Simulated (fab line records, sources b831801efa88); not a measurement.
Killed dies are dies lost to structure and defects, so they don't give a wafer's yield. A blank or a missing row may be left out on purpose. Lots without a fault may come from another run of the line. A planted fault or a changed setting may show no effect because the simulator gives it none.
Which tool did it? | flow sky130 | 9 lots, 27 wafers sampled, at 5 steps of a route of 708

WHAT THE GAUGES READ, wafer by wafer
SKY_METAL5_RS_MEAS_05: measures by four-point-probe.
lot  | measured     | on            | METAL5_ALCU_RS (ohm/sq)
L426 | day 43 20:32 | film_metro-03 | 0.02732 0.02736 0.02719
L430 | day 44 17:47 | film_metro-03 | 0.02724 0.02738 0.02737
L431 | day 45 01:44 | film_metro-02 | 0.02716 0.027 0.0269
L437 | day 46 13:45 | film_metro-02 | 0.02707 0.0268 0.02678
L440 | day 47 02:25 | film_metro-02 | 0.02685 0.02679 0.02656
L442 | day 47 11:05 | film_metro-03 | 0.03252 0.03242 0.03302 0.03243 0.03239 0.03303
L443 | day 48 05:44 | film_metro-03 | 0.02696 0.02714 0.02705
L445 | day 48 08:38 | film_metro-04 | 0.0335 0.03297 0.03249 0.03341 0.03297 0.0325
L444 | day 48 10:27 | film_metro-04 | 0.02682 0.02707 0.02693

WHICH TOOL RAN EACH LOT (tool, then ch and the chambers of the sampled wafers, then the start)
lot  | SKY_CAP2M_STRIP_14                   | SKY_METAL4_METAL_ETCH_18          | SKY_METAL5_SPUTTER_00        | SKY_METAL5_SPUTTER_02
L426 | plasma_asher-03 ch 0,1, day 41 17:52 | rie_metal-02 ch 0,1, day 42 18:02 | pvd_sputter-03, day 43 20:18 | pvd_sputter-03, day 43 20:21
L430 | plasma_asher-01 ch 0,1, day 42 17:53 | rie_metal-04 ch 0,1, day 43 16:16 | pvd_sputter-02, day 44 17:37 | pvd_sputter-02, day 44 17:40
L431 | plasma_asher-03 ch 0,1, day 43 01:47 | rie_metal-03 ch 0,1, day 44 01:23 | pvd_sputter-02, day 45 01:34 | pvd_sputter-02, day 45 01:37
L437 | plasma_asher-01 ch 0,1, day 44 15:56 | rie_metal-03 ch 0,1, day 45 14:34 | pvd_sputter-02, day 46 13:35 | pvd_sputter-02, day 46 13:38
L440 | plasma_asher-03 ch 0,1, day 45 05:44 | rie_metal-03 ch 0,1, day 46 03:58 | pvd_sputter-04, day 47 02:14 | pvd_sputter-04, day 47 02:17
L442 | plasma_asher-01 ch 0,1, day 45 14:26 | rie_metal-03 ch 0,1, day 46 11:52 | pvd_sputter-02, day 47 10:54 | pvd_sputter-02, day 47 10:57
L443 | plasma_asher-03 ch 0, day 46 11:20   | rie_metal-02 ch 0,1, day 47 08:25 | pvd_sputter-04, day 48 05:34 | pvd_sputter-04, day 48 05:37
L445 | plasma_asher-02 ch 0,1, day 46 13:11 | rie_metal-03 ch 1, day 47 10:53   | pvd_sputter-02, day 48 08:28 | pvd_sputter-02, day 48 08:31
L444 | plasma_asher-02 ch 0,1, day 46 16:11 | rie_metal-04 ch 0,1, day 47 13:04 | pvd_sputter-03, day 48 10:16 | pvd_sputter-03, day 48 10:19
- SKY_CAP2M_STRIP_14: strips in O2/N2.
- SKY_METAL4_METAL_ETCH_18: etches the open film in Cl2/BCl3, stops on SiO2, target depth 845 nm, time 183.1 s.
- SKY_METAL5_SPUTTER_00: material Ti, target thk 15 nm, time 10 s.
- SKY_METAL5_SPUTTER_02: material AlCu, target thk 1150 nm, time 61.2 s.

THE ANSWER, worked out from the rows above alone
Rule: what is usual is taken from the lots themselves. Put in order of their means at a reading, lots are off if they are a third of the lots or fewer, leave a main group of 4 or more, and stand apart from it by a gap of 3 or more times the standard deviation of the main group's means; of several such gaps the widest counts. A main group whose means are all the same, to the digits that the tables above print for the reading, isn't used. A lot without any number at a reading at which 4 lots or more have one is off too. The other lots that the step has rows for count as sound.
Off: L442, L445, at SKY_METAL5_RS_MEAS_05 (METAL5_ALCU_RS). The main group: mean 0.02704 ohm/sq, standard deviation 0.0002.
A tool fits if, at a process step before that reading, it ran every lot that is off, and no sound lot after the first of them. The gauges at SKY_METAL5_RS_MEAS_05 are tried like those tools. Can't be told from this: 2 tools fit, rie_metal-03 at SKY_METAL4_METAL_ETCH_18, pvd_sputter-02 at SKY_METAL5_SPUTTER_00 and SKY_METAL5_SPUTTER_02.

WHAT THE SIMULATOR HAD PUT IN
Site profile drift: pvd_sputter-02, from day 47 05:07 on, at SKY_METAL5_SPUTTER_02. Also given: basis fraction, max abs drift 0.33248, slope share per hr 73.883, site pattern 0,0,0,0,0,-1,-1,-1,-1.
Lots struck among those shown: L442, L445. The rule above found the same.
